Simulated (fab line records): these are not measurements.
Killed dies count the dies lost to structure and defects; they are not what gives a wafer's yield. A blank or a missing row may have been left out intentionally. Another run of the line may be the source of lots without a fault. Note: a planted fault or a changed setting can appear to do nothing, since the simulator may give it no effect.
Which tool was responsible? + flow sfq-line + Sampling: 13 lots, 39 wafers, 2 of 325 route steps

== WHAT THE GAUGES READ, wafer by wafer ==
SFQ_M1_RS_MEAS_909: uses a four-point probe to measure. Usual: M1_NB_RS typically reads 0.887 ohm/sq, with standard deviation 0.0081.
| lot  | measured     | on            | M1_NB_RS (ohm/sq)                   | flag |
|------|--------------|---------------|-------------------------------------|------|
| L474 | day 14 22:36 | film-metro-04 | 0.882 0.890 0.890                   |      |
| L475 | day 15 03:50 | film-metro-01 | 0.891 0.891 0.887                   |      |
| L476 | day 15 19:27 | film-metro-03 | 0.886 0.881 0.877                   |      |
| L477 | day 15 23:03 | film-metro-01 | 0.906 0.899 0.904                   |      |
| L478 | day 16 05:13 | film-metro-04 | 0.878 0.878 0.874                   |      |
| L483 | day 19 09:40 | film-metro-03 | 0.880 0.876 0.880                   |      |
| L487 | day 20 17:31 | film-metro-01 | 1.509 1.525 0.901 1.510 1.523 0.903 | OFF  |
| L491 | day 23 08:38 | film-metro-04 | 0.888 0.885 0.889                   |      |
| L492 | day 23 20:35 | film-metro-04 | 0.874 0.875 0.884                   |      |
| L493 | day 24 17:02 | film-metro-01 | 0.892 0.890 0.892                   |      |
| L495 | day 25 16:26 | film-metro-04 | 0.880 0.881 0.880                   |      |
| L496 | day 26 04:34 | film-metro-01 | 0.889 0.901 0.895                   |      |
| L497 | day 26 20:29 | film-metro-03 | 0.887 0.889 0.893                   |      |

== EACH LOT AND THE TOOL THAT RAN IT (in order: tool; ch and the chambers of the sampled wafers; start) ==
| lot  | SFQ_TRILAYER_M1_DEP_SPUTTER_037 |
|------|---------------------------------|
| L474 | pvd-sputter-06, day 14 22:29    |
| L475 | pvd-sputter-04, day 15 03:45    |
| L476 | pvd-sputter-04, day 15 19:20    |
| L477 | pvd-sputter-04, day 15 22:56    |
| L478 | pvd-sputter-03, day 16 05:04    |
| L483 | pvd-sputter-03, day 19 09:34    |
| L487 | pvd-sputter-03, day 20 17:25    |
| L491 | pvd-sputter-03, day 23 08:29    |
| L492 | pvd-sputter-04, day 23 20:29    |
| L493 | pvd-sputter-06, day 24 16:53    |
| L495 | pvd-sputter-03, day 25 16:21    |
| L496 | pvd-sputter-03, day 26 04:28    |
| L497 | pvd-sputter-03, day 26 20:24    |
- SFQ_TRILAYER_M1_DEP_SPUTTER_037: material Nb, target thk 200 nm, time 133.3 s.

== WHAT THE TOOLS THEMSELVES READ (means of the sampled wafers that have a number; where no wafer has one, the mark that the record gives instead) ==
SFQ_TRILAYER_M1_DEP_SPUTTER_037. Usual: cathode-dc-power-W 2000.0 W, standard deviation 0.36; substrate-temp-c 20.00 C, standard deviation 0.11; throttle-valve-pct 29.7 %, standard deviation 0.91.
| lot  | tool           | cathode-dc-power-W (W) | substrate-temp-c (C) | throttle-valve-pct (%) | flag |
|------|----------------|------------------------|----------------------|------------------------|------|
| L474 | pvd-sputter-06 | 1999.9                 | 20.08                | 29.2                   |      |
| L475 | pvd-sputter-04 | 2000.0                 | 19.97                | 30.0                   |      |
| L476 | pvd-sputter-04 | 1999.8                 | 20.06                | 30.7                   |      |
| L477 | pvd-sputter-04 | 1999.8                 | 19.99                | 29.4                   |      |
| L478 | pvd-sputter-03 | 1999.9                 | 19.97                | 29.3                   |      |
| L483 | pvd-sputter-03 | 1999.7                 | 19.96                | 29.4                   |      |
| L487 | pvd-sputter-03 | 1999.9                 | 20.06                | 29.3                   |      |
| L491 | pvd-sputter-03 | 2000.1                 | 20.13                | 28.8                   |      |
| L492 | pvd-sputter-04 | 2000.0                 | 20.01                | 30.0                   |      |
| L493 | pvd-sputter-06 | 2000.0                 | 19.84                | 29.9                   |      |
| L495 | pvd-sputter-03 | 2000.2                 | 19.95                | 29.3                   |      |
| L496 | pvd-sputter-03 | 1999.9                 | 20.05                | 29.7                   |      |
| L497 | pvd-sputter-03 | 1999.7                 | 20.04                | 29.6                   |      |

== THE ANSWER, worked out from the rows above alone ==
Rule: a lot is off if the mean of its wafers that have a number lies more than 3 standard deviations from the usual mean. Also off: a lot with no number at a reading for which 4 or more lots have one. Where the step has rows for the other lots, those lots are counted as sound. The gauges are gone through in route order, then the tools' own readings, and for those a lot's mean is taken as printed above. At the first step where some lot is off, the reading lying furthest off is the one used; lots without a number count as furthest.
Off: L487, at SFQ_M1_RS_MEAS_909 (M1_NB_RS).
A tool fits if, at a process step before that reading, it ran every lot that is off, and no sound lot after the first of them. Those tools and the gauges at SFQ_M1_RS_MEAS_909 are tried in the same way. Not one of the candidates tried fits.

== WHAT THE SIMULATOR HAD PUT IN ==
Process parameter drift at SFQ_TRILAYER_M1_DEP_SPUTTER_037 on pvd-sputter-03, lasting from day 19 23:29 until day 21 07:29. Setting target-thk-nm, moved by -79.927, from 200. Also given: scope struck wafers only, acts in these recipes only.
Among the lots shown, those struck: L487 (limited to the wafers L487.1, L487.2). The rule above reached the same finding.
